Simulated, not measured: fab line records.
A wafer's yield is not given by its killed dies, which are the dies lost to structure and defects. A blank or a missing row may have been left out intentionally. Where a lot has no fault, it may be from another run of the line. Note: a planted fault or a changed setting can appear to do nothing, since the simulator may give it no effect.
What tool caused it? || flow gf180mcu || 7 lots, 21 wafers sampled, at 2 steps of a route of 602

## WHAT THE GAUGES READ, wafer by wafer
GF_HV_LDD_TW_MEAS_50.
{"lot": "L760", "measured": "day 13 00:26", "on": "filmMetro-01", "HV_LDD_4_TW": "573 572 573"}
{"lot": "L762", "measured": "day 13 17:08", "on": "filmMetro-01", "HV_LDD_4_TW": "571 576 571"}
{"lot": "L764", "measured": "day 14 12:41", "on": "filmMetro-04", "HV_LDD_4_TW": "565 567 568"}
{"lot": "L767", "measured": "day 15 10:44", "on": "filmMetro-01", "HV_LDD_4_TW": "577 574 576"}
{"lot": "L771", "measured": "day 16 20:56", "on": "filmMetro-03", "HV_LDD_4_TW": "566 570 567"}
{"lot": "L779", "measured": "day 19 12:37", "on": "filmMetro-04", "HV_LDD_4_TW": "532 533 534"}
{"lot": "L781", "measured": "day 20 01:19", "on": "filmMetro-01", "HV_LDD_4_TW": "535 533 531"}

## WHICH TOOL RAN EACH LOT (tool, then ch and the chambers of the sampled wafers, then the start)
{"lot": "L760", "GF_HV_LDD_IMPLANT_48": "implanter-03 ch 0, day 13 00:12"}
{"lot": "L762", "GF_HV_LDD_IMPLANT_48": "implanter-01 ch 0, day 13 16:53"}
{"lot": "L764", "GF_HV_LDD_IMPLANT_48": "implanter-03 ch 0, day 14 12:26"}
{"lot": "L767", "GF_HV_LDD_IMPLANT_48": "implanter-01 ch 0, day 15 10:29"}
{"lot": "L771", "GF_HV_LDD_IMPLANT_48": "implanter-04 ch 0, day 16 20:41"}
{"lot": "L779", "GF_HV_LDD_IMPLANT_48": "implanter-01 ch 0, day 19 12:23"}
{"lot": "L781", "GF_HV_LDD_IMPLANT_48": "implanter-01 ch 0, day 20 01:04"}
- GF_HV_LDD_IMPLANT_48

## THE ANSWER, worked out from the rows above alone
Rule: usual is defined by the lots themselves. Put in order of their means at a reading, lots are off if they are a third of the lots or fewer, leave a main group of 4 or more, and stand apart from it by a gap of 3 or more times the standard deviation of the main group's means; of several such gaps the widest counts. The tables above print the reading to a certain number of digits; a main group whose means all agree to those digits is not used. Also off: a lot with no number at a reading for which 4 or more lots have one. The other lots that the step has rows for count as sound.
Off: L779, L781, at GF_HV_LDD_TW_MEAS_50 (HV_LDD_4_TW). Main group: mean 571, sd 3.4.
If a tool, at a process step before that reading, ran all the lots that are off and no sound lot after the first of them, it fits. The gauges at GF_HV_LDD_TW_MEAS_50 are tried like those tools. One fits: implanter-01 at GF_HV_LDD_IMPLANT_48. Its last sound lot is L767 (day 15 10:29), its first lot that is off L779 (day 19 12:23): a fault that began between those two fits.

## WHAT THE SIMULATOR HAD INSERTED
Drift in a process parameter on implanter-01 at GF_HV_LDD_IMPLANT_48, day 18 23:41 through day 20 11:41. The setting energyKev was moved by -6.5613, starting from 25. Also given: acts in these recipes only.
Struck lots among those shown: L779, L781. The rule above found the same.
